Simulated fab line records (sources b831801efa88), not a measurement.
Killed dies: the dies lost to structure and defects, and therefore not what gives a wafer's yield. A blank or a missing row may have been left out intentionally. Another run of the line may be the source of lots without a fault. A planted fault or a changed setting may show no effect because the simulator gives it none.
Which tool did it? + flow gf180mcu + 24 lots with 72 wafers sampled at 3 steps, on a route of 602 steps

WHAT EACH GAUGE READ, for each wafer
GF_VT_IMPLANT_TW_MEAS_43. Usual: VT_IMPLANT_4_TW gives 690 (standard deviation 3.6).
| lot  | measured     | on            | VT_IMPLANT_4_TW | flag |
|------|--------------|---------------|-----------------|------|
| L074 | day 7 12:07  | film_metro-03 | 694 691 692     |      |
| L075 | day 7 17:51  | film_metro-02 | 691 686 688     |      |
| L076 | day 8 01:27  | film_metro-03 | 693 692 694     |      |
| L077 | day 8 07:06  | film_metro-03 | 687 691 695     |      |
| L078 | day 8 11:00  | film_metro-02 | 687 685 689     |      |
| L079 | day 8 21:24  | film_metro-03 | 693 692 695     |      |
| L080 | day 9 02:56  | film_metro-02 | 688 688 690     |      |
| L081 | day 9 10:07  | film_metro-03 | 692 689 689     |      |
| L082 | day 9 20:15  | film_metro-03 | 687 686 685     |      |
| L083 | day 10 01:39 | film_metro-02 | 692 691 688     |      |
| L084 | day 10 08:50 | film_metro-03 | 688 689 688     |      |
| L085 | day 10 21:46 | film_metro-03 | 689 690 692     |      |
| L086 | day 11 09:17 | film_metro-03 | 687 684 691     |      |
| L087 | day 11 09:53 | film_metro-03 | 688 685 688     |      |
| L088 | day 11 12:02 | film_metro-01 | 692 693 690     |      |
| L089 | day 11 17:31 | film_metro-01 | 692 696 691     |      |
| L091 | day 12 06:31 | film_metro-03 | 687 690 686     |      |
| L090 | day 12 07:06 | film_metro-02 | 685 691 692     |      |
| L092 | day 12 16:12 | film_metro-01 | 697 692 695     |      |
| L093 | day 12 23:06 | film_metro-03 | 689 688 693     |      |
| L094 | day 13 02:54 | film_metro-01 | 702 698 696     |      |
| L095 | day 13 08:46 | film_metro-03 | 690 689 689     |      |
| L096 | day 13 17:04 | film_metro-02 | 692 687 688     |      |
| L097 | day 13 21:16 | film_metro-03 | 692 693 694     |      |

GF_NSD_TW_MEAS_12. Usual: NSD_TW gives 4264 (standard deviation 28).
| lot  | measured     | on            | NSD_TW         | flag |
|------|--------------|---------------|----------------|------|
| L074 | day 13 09:13 | film_metro-01 | 4291 4320 4312 |      |
| L075 | day 13 12:52 | film_metro-03 | 4270 4250 4247 |      |
| L076 | day 13 20:34 | film_metro-02 | 4239 4224 4236 |      |
| L077 | day 14 08:26 | film_metro-03 | 4292 4258 4265 |      |
| L078 | day 14 08:52 | film_metro-03 | 4277 4280 4276 |      |
| L079 | day 14 21:56 | film_metro-01 | 4266 4253 4274 |      |
| L080 | day 15 07:34 | film_metro-03 | 4256 4249 4227 |      |
| L081 | day 15 14:14 | film_metro-02 | 4227 4244 4240 |      |
| L082 | day 16 03:47 | film_metro-03 | 4216 4247 4227 |      |
| L083 | day 16 11:19 | film_metro-03 | 4275 4255 4259 |      |
| L084 | day 16 18:04 | film_metro-01 | 4310 4314 4299 |      |
| L085 | day 17 09:28 | film_metro-03 | 4263 4265 4256 |      |
| L086 | day 18 02:34 | film_metro-01 | 4305 4269 4277 |      |
| L087 | day 18 07:18 | film_metro-01 | 4294 4294 4287 |      |
| L088 | day 18 07:36 | film_metro-02 | 4229 4245 4224 |      |
| L089 | day 18 11:10 | film_metro-01 | 4291 4294 4308 |      |
| L091 | day 19 05:23 | film_metro-02 | 4278 4264 4250 |      |
| L090 | day 19 02:12 | film_metro-03 | 4235 4226 4240 |      |
| L092 | day 19 15:49 | film_metro-02 | 4236 4250 4266 |      |
| L093 | day 19 20:52 | film_metro-02 | 4287 4275 4260 |      |
| L094 | day 20 04:04 | film_metro-01 | 4278 4289 4284 |      |
| L095 | day 20 12:46 | film_metro-03 | 4240 4260 4261 |      |
| L096 | day 20 18:53 | film_metro-02 | 4255 4225 4238 |      |
| L097 | day 21 01:10 | film_metro-01 | 4267 4319 4282 |      |

GF_M1_OVL_MEAS_15. Usual: M1_OVL gives 4 nm (standard deviation 5.2).
| lot  | measured     | on         | M1_OVL (nm) | flag |
|------|--------------|------------|-------------|------|
| L074 | day 17 03:32 | overlay-01 | 8 1 2       |      |
| L075 | day 17 07:55 | overlay-01 | 1 4 6       |      |
| L076 | day 17 17:23 | overlay-01 | 4 2 11      |      |
| L077 | day 18 06:38 | overlay-01 | 10 4 14     |      |
| L078 | day 18 07:31 | overlay-01 | -1 2 -1     |      |
| L079 | day 18 19:58 | overlay-01 | -1 2 1      |      |
| L080 | day 19 06:34 | overlay-02 | 10 4 8      |      |
| L081 | day 19 13:05 | overlay-01 | 9 9 3       |      |
| L082 | day 20 02:55 | overlay-02 | 8 8 8       |      |
| L083 | day 20 12:01 | overlay-02 | 3 0 2       |      |
| L084 | day 20 18:47 | overlay-01 | 0 6 -5      |      |
| L085 | day 21 12:02 | overlay-01 | 1 -1 4      |      |
| L086 | day 22 02:23 | overlay-01 | 0 7 -2      |      |
| L087 | day 22 07:46 | overlay-02 | 6 3 3       |      |
| L088 | day 22 07:53 | overlay-01 | 10 17 9     |      |
| L089 | day 22 13:02 | overlay-02 | 3 10 12     |      |
| L091 | day 23 06:00 | overlay-02 | -1 2 0      |      |
| L090 | day 23 02:50 | overlay-01 | 10 3 9      |      |
| L092 | day 23 16:14 | overlay-02 | 5 0 3       |      |
| L093 | day 23 22:20 | overlay-01 | 0 -2 -7     |      |
| L094 | day 24 04:35 | overlay-01 | 11 11 10    |      |
| L095 | day 24 11:02 | overlay-02 | 3 6 5       |      |
| L096 | day 24 17:35 | overlay-02 | -7 -4 -6    |      |
| L097 | day 24 23:29 | overlay-02 | 8 6 9       |      |

WHICH TOOL RAN EACH LOT (tool, then ch and the chambers of the sampled wafers, then the start)
No process step before these readings appears in the record.

WHAT THE TOOLS THEMSELVES READ (means of the sampled wafers that have a number; where no wafer has one, the mark that the record gives instead)
The record holds no such reading with a usual standard deviation.

THE ANSWER, worked out from the rows above alone
Rule: a lot is off if the mean of its wafers that have a number lies more than 3 standard deviations from the usual mean. A lot without any number at a reading at which 4 lots or more have one is off too. All remaining lots with rows at the step are treated as sound. Order of review: gauges by route order, followed by the tools' own readings, for which a lot's mean as printed above is used. The first step at which some lot is off is used, and at that step the reading that is off furthest; a lot without a number counts as furthest.
No lot is off on any of the readings shown, so nothing can be concluded from this.

WHAT THE SIMULATOR PUT IN
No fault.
